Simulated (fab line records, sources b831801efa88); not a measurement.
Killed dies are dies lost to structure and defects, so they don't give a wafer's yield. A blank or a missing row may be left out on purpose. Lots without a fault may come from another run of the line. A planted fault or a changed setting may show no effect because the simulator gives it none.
A sampling plan put to the test | flow gf180mcu | one fab line, 17 faults that these records tell of, each judged on the records of the lots that it struck
The plan is the line's own looks: the steps of the route at which a gauge or an inspection reads the wafer and doesn't change it. A look can be judged if struck wafers have a number there and the file gives its usual mean and standard deviation on fault-free wafers. Caught: at a look after the fault's first step, the mean of the struck wafers lies 4 or more of those standard deviations (sigma) from the usual mean. On the tool: the same test on the tool's own readings at the fault's steps. Another recipe on the struck wafers, or a record that is blank for them alone, also counts as caught.

THE FAULTS, as the simulator had put them in
1. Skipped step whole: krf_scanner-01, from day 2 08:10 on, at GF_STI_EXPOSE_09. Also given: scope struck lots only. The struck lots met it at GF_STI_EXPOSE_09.
2. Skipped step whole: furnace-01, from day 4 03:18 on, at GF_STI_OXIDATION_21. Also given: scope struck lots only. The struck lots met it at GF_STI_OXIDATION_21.
3. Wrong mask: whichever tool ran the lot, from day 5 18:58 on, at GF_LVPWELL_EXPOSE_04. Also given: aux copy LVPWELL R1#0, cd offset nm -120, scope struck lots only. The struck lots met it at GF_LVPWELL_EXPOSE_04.
4. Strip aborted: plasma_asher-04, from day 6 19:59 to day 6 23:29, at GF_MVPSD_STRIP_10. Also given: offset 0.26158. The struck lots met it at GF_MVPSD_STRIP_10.
5. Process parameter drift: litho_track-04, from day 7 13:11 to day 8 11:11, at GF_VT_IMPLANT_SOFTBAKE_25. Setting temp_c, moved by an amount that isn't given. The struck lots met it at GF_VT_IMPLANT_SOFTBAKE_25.
6. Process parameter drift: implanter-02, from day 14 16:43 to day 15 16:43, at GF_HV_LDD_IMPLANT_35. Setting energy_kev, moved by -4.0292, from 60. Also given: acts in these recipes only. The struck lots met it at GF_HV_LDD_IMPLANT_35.
7. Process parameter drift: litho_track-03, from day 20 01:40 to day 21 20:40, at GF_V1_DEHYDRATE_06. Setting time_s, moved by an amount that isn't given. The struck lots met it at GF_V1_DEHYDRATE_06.
8. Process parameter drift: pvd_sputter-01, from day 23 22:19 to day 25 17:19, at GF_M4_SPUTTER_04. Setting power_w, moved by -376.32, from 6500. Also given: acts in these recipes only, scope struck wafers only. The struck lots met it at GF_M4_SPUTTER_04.
9. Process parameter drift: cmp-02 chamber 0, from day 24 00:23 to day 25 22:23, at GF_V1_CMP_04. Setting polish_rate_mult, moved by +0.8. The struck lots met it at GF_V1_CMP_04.
10. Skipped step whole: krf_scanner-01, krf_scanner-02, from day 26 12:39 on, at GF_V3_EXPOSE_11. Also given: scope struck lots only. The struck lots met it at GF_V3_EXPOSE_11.
11. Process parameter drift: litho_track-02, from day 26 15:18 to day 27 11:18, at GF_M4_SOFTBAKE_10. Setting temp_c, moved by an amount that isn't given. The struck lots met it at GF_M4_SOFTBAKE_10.
12. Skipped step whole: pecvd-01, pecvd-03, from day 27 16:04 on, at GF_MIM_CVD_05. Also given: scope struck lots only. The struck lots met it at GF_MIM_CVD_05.
13. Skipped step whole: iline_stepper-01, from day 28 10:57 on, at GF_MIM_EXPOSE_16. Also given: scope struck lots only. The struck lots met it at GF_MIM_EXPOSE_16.
14. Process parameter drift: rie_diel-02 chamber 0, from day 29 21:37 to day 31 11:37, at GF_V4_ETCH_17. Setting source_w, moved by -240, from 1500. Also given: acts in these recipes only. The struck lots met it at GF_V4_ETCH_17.
15. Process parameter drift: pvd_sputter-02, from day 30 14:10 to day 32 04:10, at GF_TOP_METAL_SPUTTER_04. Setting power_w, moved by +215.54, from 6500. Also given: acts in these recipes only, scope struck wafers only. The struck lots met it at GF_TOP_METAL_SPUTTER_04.
16. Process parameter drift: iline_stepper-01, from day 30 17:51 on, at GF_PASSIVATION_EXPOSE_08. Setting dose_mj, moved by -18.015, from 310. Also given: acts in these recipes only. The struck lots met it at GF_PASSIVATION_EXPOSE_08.
17. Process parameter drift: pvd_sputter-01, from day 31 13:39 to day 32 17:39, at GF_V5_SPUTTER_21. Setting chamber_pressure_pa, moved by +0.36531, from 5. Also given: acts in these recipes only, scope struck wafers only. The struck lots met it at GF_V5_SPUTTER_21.

WHAT THE PLAN SAW
fault | on the tool itself                               | first look that catches it                      | reading, sigma | median hours from its first step to that look | hours from the fault's start to the first struck lot there | judged looks passed uncaught
1     | no reading that can be judged                    | no look after it can be judged                  | -              | -                                             | -                                                          | 0
2     | the tool's record is blank for the struck wafers | no look after it can be judged                  | -              | -                                             | -                                                          | 0
3     | no reading that can be judged                    | none of the 2 looks that can be judged after it | -              | -                                             | -                                                          | 2
4     | oes_product_au +37 sigma                         | no look after it can be judged                  | -              | -                                             | -                                                          | 0
5     | heater_power_total_W +39 sigma                   | none of the 2 looks that can be judged after it | -              | -                                             | -                                                          | 2
6     | beam_energy_keV -99 or beyond sigma              | none of the 2 looks that can be judged after it | -              | -                                             | -                                                          | 2
7     | run_length_s +16 sigma                           | not the one look that can be judged after it    | -              | -                                             | -                                                          | 1
8     | cathode_dc_power_W -99 or beyond sigma           | no look after it can be judged                  | -              | -                                             | -                                                          | 0
9     | time_to_endpoint_s -6.6 sigma                    | no look after it can be judged                  | -              | -                                             | -                                                          | 0
10    | no reading that can be judged                    | no look after it can be judged                  | -              | -                                             | -                                                          | 0
11    | heater_power_total_W +76 sigma                   | GF_M4_CD_MEAS_14                                | cd_nm -14      | 10.3                                          | 17                                                         | 0
12    | the tool's record is blank for the struck wafers | no look after it can be judged                  | -              | -                                             | -                                                          | 0
13    | no reading that can be judged                    | no look after it can be judged                  | -              | -                                             | -                                                          | 0
14    | rf_fwd_power_W -40 sigma                         | no look after it can be judged                  | -              | -                                             | -                                                          | 0
15    | cathode_dc_power_W +99 or beyond sigma           | no look after it can be judged                  | -              | -                                             | -                                                          | 0
16    | exposure_dose_mJ_cm2 -61 sigma                   | no look after it can be judged                  | -              | -                                             | -                                                          | 0
17    | chamber_pressure_pa +39 sigma                    | no look after it can be judged                  | -              | -                                             | -                                                          | 0
A dash: the fault isn't caught, or these records don't give the number.

Caught at a look: 1 of 17. Caught on the tool: 13 of 17. By one or the other: 13 of 17.
Caught on the tool alone: faults 2, 4, 5, 6, 7, 8, 9, 12, 14, 15, 16, 17.
Caught by neither: faults 1, 3, 10, 13.

THINNER SAMPLING
If the look that catches a fault measured only every second or every third lot, by lot number, the first struck lot would be measured this late in the worst case:
fault | struck lots at that look, in order of time | every lot | every second lot | every third lot
11    | L166, L167                                 | 17 h      | 22 h             | may miss all 2
Hours are from the fault's start to the first struck lot that is measured. The limit of 4 sigma was tested on all struck wafers together, so one lot alone may lie under it. Other struck lots may not be in these records.

THE LONGEST TIMED WAY FROM STEP TO LOOK
Fault 11: a median of 10.3 hours passes between GF_M4_SOFTBAKE_10 and GF_M4_CD_MEAS_14. No look between them can be judged.
